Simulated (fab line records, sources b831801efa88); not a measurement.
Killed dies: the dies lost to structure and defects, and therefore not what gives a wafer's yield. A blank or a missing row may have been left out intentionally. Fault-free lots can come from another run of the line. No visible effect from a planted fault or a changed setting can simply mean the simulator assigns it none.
Code-filled problem report in 8D (eight disciplines) form	flow gf180mcu	the parts of the form that need people (team, actions taken, sign-off) are left out

## 1. WHAT IS WRONG
Across 6 wafers from 2 lots, SALICIDE_TIN_THK at GF_SALICIDE_THK_MEAS_05 averages 17.90 nm, while fault-free wafers read 19.93 nm with a standard deviation of 0.3. That puts it -6.8 standard deviations away from the usual mean.
The step: measures by xrf.
First observed at day 17 23:41: wafer L866.1, on film-metro-02. At this step, 36 wafers from 12 lots have a number in the record. The rule behind "out" and "out of limits": a value lying over 4 standard deviations away from the usual mean. The rest of the wafers with a number are treated as sound.

## 2. WHAT IT IS, WHAT IT ISN'T
question	is	is not
which readings at this step	SALICIDE_TIN_THK	-
which lots	L866, L869	L860, L861, L872, L874, L877, L878, L879, L881, L882, L883
which wafers of those lots	all that have a number	-
read on which gauges	film-metro-02	film-metro-01, film-metro-03
when	from day 17 23:41	up to then (6 sound wafers); but 24 sound wafers of L872, L874, L877, L878, L879, L881, L882, L883 came after

## 3. SUSPECTS, AND WHAT RULES EACH OUT
Counting: any tool at a process step up to the reading is kept as a suspect provided that every lot that is out went through it and no sound lot did after the first of them.
- ruled out: the gauge at GF_SALICIDE_THK_MEAS_05. All the wafers that are out were read on film-metro-02, but those of them that GF_SALICIDE_SPUTTER_03 has rows for are out there too, on other tools.
- pvd-sputter-04 at GF_SALICIDE_SPUTTER_03 (material TiN, target thk 20 nm, time 16.7 s): ruled out as a lasting fault. Following L866 (day 17 23:32), the first lot on it that is out, the sound lots L878, L879, L881, L882, L883 were run on it.
Left after counting: nothing in the record.

## 4. THE CAUSE (what the simulator had put in)
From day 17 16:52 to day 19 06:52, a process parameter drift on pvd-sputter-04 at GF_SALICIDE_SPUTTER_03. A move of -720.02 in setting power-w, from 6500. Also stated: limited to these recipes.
Counting ruled it out, wrongly: the rule takes a fault to strike every lot that its tool runs from its start on, and this one did not.

## 5. THE EFFECT CHAIN, in route order
One row per reading whose mean, taken over the struck wafers that have a number, lies over 3 standard deviations from the usual. Readings are gone through only where the record gives a usual standard deviation; hours: the median, over the lots, of the time from a lot's start at the first step in this table giving one to that lot's start at this step; sigmas: the change measured in usual standard deviations.
hours	step	reading	usual	on struck wafers	change	sigmas
0	GF_SALICIDE_SPUTTER_03	cathode-dc-power-W	6499.8 W	5779.6	-720.2	-99 or more
0	GF_SALICIDE_RS_MEAS_04	SALICIDE_TIN_RS	16.42 ohm/sq	17.28	+0.86	+3.1
0	GF_SALICIDE_THK_MEAS_05	SALICIDE_TIN_THK	19.93 nm	17.90	-2.03	-6.8
Its process steps:
- GF_SALICIDE_SPUTTER_03: material TiN, target thk 20 nm, time 16.7 s.

## 6. WHAT WOULD HAVE CAUGHT IT SOONER
The first out-of-limits reading at a measuring or inspecting step in this record came at day 17 23:41, 7 hours after the fault's start at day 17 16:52.
At GF_SALICIDE_SPUTTER_03, the tool's own readings (cathode-dc-power-W) were out on each struck wafer the step has a row for, so an alarm limit on them would have fired on the first such wafer.
